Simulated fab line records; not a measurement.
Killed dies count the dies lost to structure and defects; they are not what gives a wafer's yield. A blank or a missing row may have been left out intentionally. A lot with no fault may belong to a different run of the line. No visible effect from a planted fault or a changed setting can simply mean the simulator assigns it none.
fab line records || flow gf180mcu
record {"lots": 5, "wafers": 15, "lastDay": 34}
route steps=602 shown VT_IMPLANT@110
lots that met no fault: taken from a fault-free run of the same line
startH: the number of hours between the record's first day and the start of the first shown wafer of the lot || waitH: time in hours since the lot's previous step || " as in the row above || L1.1+2: a row that stands for several wafers || - value missing, or start not given || * or withheld: withheld || < > ~ a bound
route shown NAME@n: NAME is a module with steps in the file, n the number in the route of the first one || usual: average and standard deviation across the fault-free wafers || same: alike in all rows || chamber/n: place in a boat || sites: the reading at each site || _std_site: their standard deviation || _edge_site: outer sites' mean less inner sites' || radiusMm: for every site, how far away it sits from the centre of the wafer || mask NAME#n: copy n || behind: tool/chamber where the wafer was last shaped || hold: the reason the lot was held/the length of the hold in hours/how it ended || device: which transistor (n, p or np) failed to switch || end of line: tests run on the same wafers once the route is complete || where a step has no rows: the recipe by itself || killed: the dies lost at the first sort to structure and to defects; this is not the yield of the wafer || map: dies across one wafer; x = killed, . = not, _ = none there
set.NAME: setting as actually run; set.NAME@STEP: the setting as run at that earlier step || model.NAME: the simulator's own value behind a step, which no gauge read
certain route steps with their lots: each step a table, each wafer a row
services: when a tool's chamber went out of use (startH, in hours from the record's first day, below 0 if earlier), for how many hours, and the reason
## steps
# step GF_VT_IMPLANT_STRIP_20
# recipe {"chemistry": "O2/N2", "powerW": 1400, "pressureMtorr": 1500, "platenTempC": 250, "o2FlowSccm": 3000, "n2FlowSccm": 300, "overashFraction": 0.5}
# usual {"drypumpMotorCurrentA": "5.9/0.62", "heaterPowerW": "354/33", "n2FlowSccm": "300.1/0.93", "o2FlowSccm": "3000/9.6", "oesProductAu": "0.716/0.0051", "stripTimeToEndpointS": "12.63/0.039"}
{"lot.wafer": "L079.1", "tool": "plasmaAsher-02", "chamber": 0, "startH": 158.75, "waitH": 0.1, "drypumpMotorCurrentA": 6.0, "heaterPowerW": 294, "n2FlowSccm": 300.2, "o2FlowSccm": 2996, "oesProductAu": 0.722, "rfHoursCounterH": 39, "stripTimeToEndpointS": 12.57}
{"lot.wafer": "L079.2", "tool": "plasmaAsher-02", "chamber": 1, "startH": 158.75, "waitH": 0.1, "drypumpMotorCurrentA": 6.2, "heaterPowerW": 362, "n2FlowSccm": 299.5, "o2FlowSccm": 3014, "oesProductAu": 0.714, "rfHoursCounterH": 39, "stripTimeToEndpointS": 12.59}
{"lot.wafer": "L079.6", "tool": "plasmaAsher-02", "chamber": 0, "startH": 158.75, "waitH": 0.1, "drypumpMotorCurrentA": 6.0, "heaterPowerW": 301, "n2FlowSccm": 300.5, "o2FlowSccm": 3010, "oesProductAu": 0.719, "rfHoursCounterH": "-", "stripTimeToEndpointS": 12.59}
{"lot.wafer": "L082.1", "tool": "plasmaAsher-01", "chamber": 1, "startH": 174.50, "waitH": 0.1, "drypumpMotorCurrentA": 6.5, "heaterPowerW": 348, "n2FlowSccm": 301.8, "o2FlowSccm": 3004, "oesProductAu": 0.721, "rfHoursCounterH": 5, "stripTimeToEndpointS": 12.64}
{"lot.wafer": "L082.2", "tool": "plasmaAsher-01", "chamber": 0, "startH": 174.50, "waitH": 0.1, "drypumpMotorCurrentA": 6.6, "heaterPowerW": 363, "n2FlowSccm": 300.1, "o2FlowSccm": 3008, "oesProductAu": 0.714, "rfHoursCounterH": 5, "stripTimeToEndpointS": 12.61}
{"lot.wafer": "L082.6", "tool": "plasmaAsher-01", "chamber": 0, "startH": 174.50, "waitH": 0.1, "drypumpMotorCurrentA": 6.6, "heaterPowerW": 365, "n2FlowSccm": 300.1, "o2FlowSccm": 3014, "oesProductAu": 0.713, "rfHoursCounterH": "-", "stripTimeToEndpointS": 12.66}
{"lot.wafer": "L087.2", "tool": "plasmaAsher-02", "chamber": 1, "startH": 206.85, "waitH": 0.1, "drypumpMotorCurrentA": 6.2, "heaterPowerW": 354, "n2FlowSccm": 299.8, "o2FlowSccm": 3001, "oesProductAu": 0.716, "rfHoursCounterH": 44, "stripTimeToEndpointS": 12.66}
{"lot.wafer": "L087.4", "tool": "plasmaAsher-02", "chamber": 0, "startH": 206.85, "waitH": 0.1, "drypumpMotorCurrentA": 6.0, "heaterPowerW": 292, "n2FlowSccm": 298.2, "o2FlowSccm": 3017, "oesProductAu": 0.719, "rfHoursCounterH": "-", "stripTimeToEndpointS": 12.66}
{"lot.wafer": "L087.5", "tool": "plasmaAsher-02", "chamber": 0, "startH": 206.85, "waitH": 0.1, "drypumpMotorCurrentA": 6.0, "heaterPowerW": 294, "n2FlowSccm": 299.8, "o2FlowSccm": 2996, "oesProductAu": 0.712, "rfHoursCounterH": "-", "stripTimeToEndpointS": 12.68}
{"lot.wafer": "L093.4", "tool": "plasmaAsher-01", "chamber": 0, "startH": 249.83, "waitH": 0.1, "drypumpMotorCurrentA": 6.5, "heaterPowerW": 365, "n2FlowSccm": 301.0, "o2FlowSccm": 3000, "oesProductAu": 0.717, "rfHoursCounterH": "-", "stripTimeToEndpointS": 12.59}
{"lot.wafer": "L093.5", "tool": "plasmaAsher-01", "chamber": 0, "startH": 249.83, "waitH": 0.1, "drypumpMotorCurrentA": 6.6, "heaterPowerW": 370, "n2FlowSccm": 299.1, "o2FlowSccm": 3012, "oesProductAu": 0.711, "rfHoursCounterH": "-", "stripTimeToEndpointS": 12.62}
{"lot.wafer": "L093.6", "tool": "plasmaAsher-01", "chamber": 1, "startH": 249.83, "waitH": 0.1, "drypumpMotorCurrentA": 6.5, "heaterPowerW": 342, "n2FlowSccm": 300.5, "o2FlowSccm": 3013, "oesProductAu": 0.718, "rfHoursCounterH": "-", "stripTimeToEndpointS": 12.59}
{"lot.wafer": "L096.1", "tool": "plasmaAsher-02", "chamber": 1, "startH": 265.75, "waitH": 0.1, "drypumpMotorCurrentA": 6.2, "heaterPowerW": 367, "n2FlowSccm": 301.2, "o2FlowSccm": 2983, "oesProductAu": 0.704, "rfHoursCounterH": 51, "stripTimeToEndpointS": 12.61}
{"lot.wafer": "L096.3", "tool": "plasmaAsher-02", "chamber": 1, "startH": 265.75, "waitH": 0.1, "drypumpMotorCurrentA": 6.2, "heaterPowerW": 360, "n2FlowSccm": 299.9, "o2FlowSccm": 3003, "oesProductAu": 0.716, "rfHoursCounterH": "-", "stripTimeToEndpointS": 12.60}
{"lot.wafer": "L096.5", "tool": "plasmaAsher-02", "chamber": 0, "startH": 265.75, "waitH": 0.1, "drypumpMotorCurrentA": 6.0, "heaterPowerW": 294, "n2FlowSccm": 301.2, "o2FlowSccm": 2991, "oesProductAu": 0.713, "rfHoursCounterH": "-", "stripTimeToEndpointS": 12.60}
# step GF_VT_IMPLANT_TW_MEAS_21
# usual {"VT_IMPLANT_2_TW": "1214/11"}
{"lot.wafer": "L079.1", "tool": "filmMetro-04", "chamber": "-", "startH": 158.85, "waitH": 0.1, "VT_IMPLANT_2_TW": 1213}
{"lot.wafer": "L079.2", "tool": "filmMetro-04", "chamber": "-", "startH": 158.85, "waitH": 0.1, "VT_IMPLANT_2_TW": 1211}
{"lot.wafer": "L079.6", "tool": "filmMetro-04", "chamber": "-", "startH": 158.85, "waitH": 0.1, "VT_IMPLANT_2_TW": 1212}
{"lot.wafer": "L082.1", "tool": "filmMetro-02", "chamber": "-", "startH": 174.60, "waitH": 0.1, "VT_IMPLANT_2_TW": 1214}
{"lot.wafer": "L082.2", "tool": "filmMetro-02", "chamber": "-", "startH": 174.60, "waitH": 0.1, "VT_IMPLANT_2_TW": 1202}
{"lot.wafer": "L082.6", "tool": "filmMetro-02", "chamber": "-", "startH": 174.60, "waitH": 0.1, "VT_IMPLANT_2_TW": 1213}
{"lot.wafer": "L087.2", "tool": "filmMetro-03", "chamber": "-", "startH": 206.96, "waitH": 0.1, "VT_IMPLANT_2_TW": 1226}
{"lot.wafer": "L087.4", "tool": "filmMetro-03", "chamber": "-", "startH": 206.96, "waitH": 0.1, "VT_IMPLANT_2_TW": 1222}
{"lot.wafer": "L087.5", "tool": "filmMetro-03", "chamber": "-", "startH": 206.96, "waitH": 0.1, "VT_IMPLANT_2_TW": 1222}
{"lot.wafer": "L093.4", "tool": "filmMetro-03", "chamber": "-", "startH": 249.92, "waitH": 0.1, "VT_IMPLANT_2_TW": 1223}
{"lot.wafer": "L093.5", "tool": "filmMetro-03", "chamber": "-", "startH": 249.92, "waitH": 0.1, "VT_IMPLANT_2_TW": 1227}
{"lot.wafer": "L093.6", "tool": "filmMetro-03", "chamber": "-", "startH": 249.92, "waitH": 0.1, "VT_IMPLANT_2_TW": 1224}
{"lot.wafer": "L096.1", "tool": "filmMetro-02", "chamber": "-", "startH": 265.85, "waitH": 0.1, "VT_IMPLANT_2_TW": 1197}
{"lot.wafer": "L096.3", "tool": "filmMetro-02", "chamber": "-", "startH": 265.85, "waitH": 0.1, "VT_IMPLANT_2_TW": 1198}
{"lot.wafer": "L096.5", "tool": "filmMetro-02", "chamber": "-", "startH": 265.85, "waitH": 0.1, "VT_IMPLANT_2_TW": 1201}
# step GF_VT_IMPLANT_DEHYDRATE_22
# recipe {"tempC": 200, "timeS": 60}
{"lot.wafer": "L079.1+2+6", "tool": "lithoTrack-03", "chamber": 0, "startH": 166.56, "waitH": 7.7}
{"lot.wafer": "L082.1+2+6", "tool": "lithoTrack-03", "chamber": 0, "startH": 182.26, "waitH": 7.7}
{"lot.wafer": "L087.2+4+5", "tool": "lithoTrack-04", "chamber": 0, "startH": 214.79, "waitH": 7.8}
{"lot.wafer": "L093.4+5+6", "tool": "lithoTrack-04", "chamber": 0, "startH": 258.59, "waitH": 8.7}
{"lot.wafer": "L096.1+3+5", "tool": "lithoTrack-04", "chamber": 0, "startH": 274.61, "waitH": 8.8}
# step GF_VT_IMPLANT_HMDS_23
# recipe {"primeTimeS": 60, "primeTempC": 120}
{"lot.wafer": "L079.1+2+6", "tool": "lithoTrack-03", "chamber": 0, "startH": 166.71, "waitH": 0.1}
{"lot.wafer": "L082.1+2+6", "tool": "lithoTrack-03", "chamber": 0, "startH": 182.41, "waitH": 0.1}
{"lot.wafer": "L087.2+4+5", "tool": "lithoTrack-04", "chamber": 0, "startH": 214.94, "waitH": 0.1}
{"lot.wafer": "L093.4+5+6", "tool": "lithoTrack-04", "chamber": 0, "startH": 258.74, "waitH": 0.1}
{"lot.wafer": "L096.1+3+5", "tool": "lithoTrack-04", "chamber": 0, "startH": 274.76, "waitH": 0.1}
# step GF_VT_IMPLANT_COAT_24
# recipe {"resist": "NOVOLAK", "spinRpm": 3000, "resistThkNm": 1000}
{"lot.wafer": "L079.1+2+6", "tool": "lithoTrack-03", "chamber": 0, "startH": 166.86, "waitH": 0.1}
{"lot.wafer": "L082.1+2+6", "tool": "lithoTrack-03", "chamber": 0, "startH": 182.56, "waitH": 0.1}
{"lot.wafer": "L087.2+4+5", "tool": "lithoTrack-04", "chamber": 0, "startH": 215.09, "waitH": 0.1}
{"lot.wafer": "L093.4+5+6", "tool": "lithoTrack-04", "chamber": 0, "startH": 258.89, "waitH": 0.1}
{"lot.wafer": "L096.1+3+5", "tool": "lithoTrack-04", "chamber": 0, "startH": 274.91, "waitH": 0.1}
# step GF_VT_IMPLANT_SOFTBAKE_25
# recipe {"tempC": 90, "timeS": 60, "resist": "NOVOLAK"}
{"lot.wafer": "L079.1+2+6", "tool": "lithoTrack-03", "chamber": 0, "startH": 167.01, "waitH": 0.1}
{"lot.wafer": "L082.1+2+6", "tool": "lithoTrack-03", "chamber": 0, "startH": 182.71, "waitH": 0.1}
{"lot.wafer": "L087.2+4+5", "tool": "lithoTrack-04", "chamber": 0, "startH": 215.24, "waitH": 0.1}
{"lot.wafer": "L093.4+5+6", "tool": "lithoTrack-04", "chamber": 0, "startH": 259.04, "waitH": 0.1}
{"lot.wafer": "L096.1+3+5", "tool": "lithoTrack-04", "chamber": 0, "startH": 275.06, "waitH": 0.1}
# step GF_VT_IMPLANT_EXPOSE_26
# recipe {"maskId": "LVPWELL_HV_AREA", "targetCdNm": 860, "na": 0.6, "sourceShape": "conventional", "sigmaOuter": 0.6, "doseMj": 140}
{"lot.wafer": "L079.1+2+6", "tool": "ilineStepper-01", "chamber": 0, "startH": "-", "waitH": "-", "mask": "LVPWELL_HV_AREA#0"}
{"lot.wafer": "L082.1+2+6", "tool": "ilineStepper-02", "chamber": 0, "startH": "-", "waitH": "-", "mask": "LVPWELL_HV_AREA#0"}
{"lot.wafer": "L087.2+4+5", "tool": "ilineStepper-01", "chamber": 0, "startH": "-", "waitH": "-", "mask": "LVPWELL_HV_AREA#0"}
{"lot.wafer": "L093.4+5+6", "tool": "ilineStepper-01", "chamber": 0, "startH": "-", "waitH": "-", "mask": "LVPWELL_HV_AREA#0"}
{"lot.wafer": "L096.1+3+5", "tool": "ilineStepper-01", "chamber": 0, "startH": "-", "waitH": "-", "mask": "LVPWELL_HV_AREA#0"}
# step GF_VT_IMPLANT_PEB_27
# recipe {"tempC": "withheld", "timeS": "*", "resist": "NOVOLAK"}
{"lot.wafer": "L079.1+2+6", "tool": "lithoTrack-04", "chamber": 0, "startH": "-", "waitH": "-"}
{"lot.wafer": "L082.1+2+6", "tool": "lithoTrack-03", "chamber": 0, "startH": "-", "waitH": "-"}
{"lot.wafer": "L087.2+4+5", "tool": "lithoTrack-01", "chamber": 0, "startH": "-", "waitH": "-"}
{"lot.wafer": "L093.4+5+6", "tool": "lithoTrack-01", "chamber": 0, "startH": "-", "waitH": "-"}
{"lot.wafer": "L096.1+3+5", "tool": "lithoTrack-01", "chamber": 0, "startH": "-", "waitH": "-"}
# step GF_VT_IMPLANT_DEVELOP_28
# recipe {"developTimeS": 60, "devTempC": 23}
{"lot.wafer": "L079.1+2+6", "tool": "lithoTrack-04", "chamber": 0, "startH": 174.62, "waitH": 0.1}
{"lot.wafer": "L082.1+2+6", "tool": "lithoTrack-03", "chamber": 0, "startH": 190.86, "waitH": 0.1}
{"lot.wafer": "L087.2+4+5", "tool": "lithoTrack-01", "chamber": 0, "startH": 224.43, "waitH": 0.1}
{"lot.wafer": "L093.4+5+6", "tool": "lithoTrack-01", "chamber": 0, "startH": 268.98, "waitH": 0.1}
{"lot.wafer": "L096.1+3+5", "tool": "lithoTrack-01", "chamber": 0, "startH": 284.41, "waitH": 0.1}
# step GF_VT_IMPLANT_OVL_MEAS_29
# usual {"VT_IMPLANT_02_OVL": "-0.6/1.2"}
{"lot.wafer": "L079.1", "tool": "overlay-02", "chamber": "-", "startH": 174.77, "waitH": 0.1, "VT_IMPLANT_02_OVL[nm]": 0.6}
{"lot.wafer": "L079.2", "tool": "overlay-02", "chamber": "-", "startH": 174.77, "waitH": 0.1, "VT_IMPLANT_02_OVL[nm]": 0.7}
{"lot.wafer": "L079.6", "tool": "overlay-02", "chamber": "-", "startH": 174.77, "waitH": 0.1, "VT_IMPLANT_02_OVL[nm]": -1.8}
{"lot.wafer": "L082.1", "tool": "overlay-02", "chamber": "-", "startH": 191.01, "waitH": 0.1, "VT_IMPLANT_02_OVL[nm]": 0.8}
{"lot.wafer": "L082.2", "tool": "overlay-02", "chamber": "-", "startH": 191.01, "waitH": 0.1, "VT_IMPLANT_02_OVL[nm]": -0.8}
{"lot.wafer": "L082.6", "tool": "overlay-02", "chamber": "-", "startH": 191.01, "waitH": 0.1, "VT_IMPLANT_02_OVL[nm]": -1.5}
{"lot.wafer": "L087.2", "tool": "overlay-02", "chamber": "-", "startH": 224.56, "waitH": 0.1, "VT_IMPLANT_02_OVL[nm]": -2.3}
{"lot.wafer": "L087.4", "tool": "overlay-02", "chamber": "-", "startH": 224.56, "waitH": 0.1, "VT_IMPLANT_02_OVL[nm]": -0.8}
{"lot.wafer": "L087.5", "tool": "overlay-02", "chamber": "-", "startH": 224.56, "waitH": 0.1, "VT_IMPLANT_02_OVL[nm]": -1.3}
{"lot.wafer": "L093.4", "tool": "overlay-02", "chamber": "-", "startH": 269.07, "waitH": 0.1, "VT_IMPLANT_02_OVL[nm]": -2.3}
{"lot.wafer": "L093.5", "tool": "overlay-02", "chamber": "-", "startH": 269.07, "waitH": 0.1, "VT_IMPLANT_02_OVL[nm]": -1.8}
{"lot.wafer": "L093.6", "tool": "overlay-02", "chamber": "-", "startH": 269.07, "waitH": 0.1, "VT_IMPLANT_02_OVL[nm]": -2.1}
{"lot.wafer": "L096.1", "tool": "overlay-02", "chamber": "-", "startH": 284.56, "waitH": 0.1, "VT_IMPLANT_02_OVL[nm]": -0.2}
{"lot.wafer": "L096.3", "tool": "overlay-02", "chamber": "-", "startH": 284.56, "waitH": 0.1, "VT_IMPLANT_02_OVL[nm]": -1.2}
{"lot.wafer": "L096.5", "tool": "overlay-02", "chamber": "-", "startH": 284.56, "waitH": 0.1, "VT_IMPLANT_02_OVL[nm]": -0.2}
# step GF_VT_IMPLANT_IMPLANT_30
# recipe {"species": "B", "energyKev": 25, "doseCm2": 2.534e+12, "tiltDeg": 7}
{"lot.wafer": "L079.1+2+6", "tool": "implanter-02", "chamber": 0, "startH": 174.80, "waitH": 0.0}
{"lot.wafer": "L082.1+2+6", "tool": "implanter-02", "chamber": 0, "startH": 191.05, "waitH": 0.0}
{"lot.wafer": "L087.2+4+5", "tool": "implanter-02", "chamber": 0, "startH": 224.62, "waitH": 0.0}
{"lot.wafer": "L093.4+5+6", "tool": "implanter-02", "chamber": 0, "startH": 269.17, "waitH": 0.1}
{"lot.wafer": "L096.1+3+5", "tool": "implanter-02", "chamber": 0, "startH": 284.59, "waitH": 0.0}
# step GF_VT_IMPLANT_STRIP_31
# recipe {"chemistry": "O2/N2", "powerW": 1400, "pressureMtorr": 1500, "platenTempC": 250, "o2FlowSccm": 3000, "n2FlowSccm": 300, "overashFraction": 0.5}
# usual {"drypumpMotorCurrentA": "6.0/0.6", "heaterPowerW": "353/31", "n2FlowSccm": "300.2/0.9", "o2FlowSccm": "2997/9.2", "oesProductAu": "0.717/0.0047", "stripTimeToEndpointS": "12.629/0.029"}
{"lot.wafer": "L079.1", "tool": "plasmaAsher-01", "chamber": 1, "startH": 174.95, "waitH": 0.1, "drypumpMotorCurrentA": 6.5, "heaterPowerW": 351, "n2FlowSccm": 299.2, "o2FlowSccm": 2997, "oesProductAu": 0.718, "rfHoursCounterH": 5, "stripTimeToEndpointS": 12.604}
{"lot.wafer": "L079.2", "tool": "plasmaAsher-01", "chamber": 0, "startH": 174.95, "waitH": 0.1, "drypumpMotorCurrentA": 6.6, "heaterPowerW": 368, "n2FlowSccm": 299.7, "o2FlowSccm": 2992, "oesProductAu": 0.710, "rfHoursCounterH": 5, "stripTimeToEndpointS": 12.661}
{"lot.wafer": "L079.6", "tool": "plasmaAsher-01", "chamber": 1, "startH": 174.95, "waitH": 0.1, "drypumpMotorCurrentA": 6.5, "heaterPowerW": 341, "n2FlowSccm": 299.5, "o2FlowSccm": 2995, "oesProductAu": 0.710, "rfHoursCounterH": "-", "stripTimeToEndpointS": 12.634}
{"lot.wafer": "L082.1", "tool": "plasmaAsher-03", "chamber": 1, "startH": 191.20, "waitH": 0.1, "drypumpMotorCurrentA": 4.9, "heaterPowerW": 346, "n2FlowSccm": 300.5, "o2FlowSccm": 2987, "oesProductAu": 0.712, "rfHoursCounterH": 50, "stripTimeToEndpointS": 12.634}
{"lot.wafer": "L082.2", "tool": "plasmaAsher-03", "chamber": 0, "startH": 191.20, "waitH": 0.1, "drypumpMotorCurrentA": 5.3, "heaterPowerW": 406, "n2FlowSccm": 300.5, "o2FlowSccm": 3006, "oesProductAu": 0.718, "rfHoursCounterH": 50, "stripTimeToEndpointS": 12.619}
{"lot.wafer": "L082.6", "tool": "plasmaAsher-03", "chamber": 1, "startH": 191.20, "waitH": 0.1, "drypumpMotorCurrentA": 4.9, "heaterPowerW": 352, "n2FlowSccm": 301.7, "o2FlowSccm": 2998, "oesProductAu": 0.716, "rfHoursCounterH": "-", "stripTimeToEndpointS": 12.653}
{"lot.wafer": "L087.2", "tool": "plasmaAsher-02", "chamber": 1, "startH": 224.74, "waitH": 0.1, "drypumpMotorCurrentA": 6.2, "heaterPowerW": 349, "n2FlowSccm": 299.8, "o2FlowSccm": 2974, "oesProductAu": 0.717, "rfHoursCounterH": 46, "stripTimeToEndpointS": 12.638}
{"lot.wafer": "L087.4", "tool": "plasmaAsher-02", "chamber": 1, "startH": 224.74, "waitH": 0.1, "drypumpMotorCurrentA": 6.2, "heaterPowerW": 358, "n2FlowSccm": 300.8, "o2FlowSccm": 2978, "oesProductAu": 0.723, "rfHoursCounterH": "-", "stripTimeToEndpointS": 12.685}
{"lot.wafer": "L087.5", "tool": "plasmaAsher-02", "chamber": 1, "startH": 224.74, "waitH": 0.1, "drypumpMotorCurrentA": 6.2, "heaterPowerW": 359, "n2FlowSccm": 299.9, "o2FlowSccm": 2976, "oesProductAu": 0.713, "rfHoursCounterH": "-", "stripTimeToEndpointS": 12.649}
{"lot.wafer": "L093.4", "tool": "plasmaAsher-02", "chamber": 0, "startH": 269.28, "waitH": 0.1, "drypumpMotorCurrentA": 6.0, "heaterPowerW": 296, "n2FlowSccm": 300.5, "o2FlowSccm": 3012, "oesProductAu": 0.714, "rfHoursCounterH": "-", "stripTimeToEndpointS": 12.595}
{"lot.wafer": "L093.5", "tool": "plasmaAsher-02", "chamber": 1, "startH": 269.28, "waitH": 0.1, "drypumpMotorCurrentA": 6.2, "heaterPowerW": 362, "n2FlowSccm": 301.4, "o2FlowSccm": 2984, "oesProductAu": 0.711, "rfHoursCounterH": "-", "stripTimeToEndpointS": 12.621}
{"lot.wafer": "L093.6", "tool": "plasmaAsher-02", "chamber": 0, "startH": 269.28, "waitH": 0.1, "drypumpMotorCurrentA": 6.0, "heaterPowerW": 302, "n2FlowSccm": 298.2, "o2FlowSccm": 3015, "oesProductAu": 0.720, "rfHoursCounterH": "-", "stripTimeToEndpointS": 12.597}
{"lot.wafer": "L096.1", "tool": "plasmaAsher-02", "chamber": 0, "startH": 284.74, "waitH": 0.1, "drypumpMotorCurrentA": 6.0, "heaterPowerW": 296, "n2FlowSccm": 300.7, "o2FlowSccm": 3005, "oesProductAu": 0.718, "rfHoursCounterH": 53, "stripTimeToEndpointS": 12.642}
{"lot.wafer": "L096.3", "tool": "plasmaAsher-02", "chamber": 0, "startH": 284.74, "waitH": 0.1, "drypumpMotorCurrentA": 6.0, "heaterPowerW": 294, "n2FlowSccm": 299.7, "o2FlowSccm": 3005, "oesProductAu": 0.717, "rfHoursCounterH": "-", "stripTimeToEndpointS": 12.631}
{"lot.wafer": "L096.5", "tool": "plasmaAsher-02", "chamber": 1, "startH": 284.74, "waitH": 0.1, "drypumpMotorCurrentA": 6.2, "heaterPowerW": 361, "n2FlowSccm": 300.0, "o2FlowSccm": 2985, "oesProductAu": 0.715, "rfHoursCounterH": "-", "stripTimeToEndpointS": 12.612}
## services
{"tool": "ilineStepper-01", "chamber": "-", "startH": 135.72, "hours": 7.0, "kind": "repair"}
{"tool": "implanter-02", "chamber": "-", "startH": 135.76, "hours": 6.1, "kind": "pm"}
{"tool": "ilineStepper-02", "chamber": "-", "startH": 140.95, "hours": 2.5, "kind": "repair"}
{"tool": "plasmaAsher-03", "chamber": "-", "startH": 151.73, "hours": 6.2, "kind": "repair"}
{"tool": "implanter-02", "chamber": "-", "startH": 182.69, "hours": 2.6, "kind": "pm"}
{"tool": "ilineStepper-02", "chamber": 0, "startH": 217.77, "hours": "-", "kind": "calibration"}
{"tool": "plasmaAsher-01", "chamber": "-", "startH": 220.05, "hours": 14.6, "kind": "pm"}
{"tool": "ilineStepper-02", "chamber": "-", "startH": 240.21, "hours": 1.7, "kind": "pm"}
{"tool": "ilineStepper-02", "chamber": "-", "startH": 278.15, "hours": 7.5, "kind": "repair"}
## key
fault none
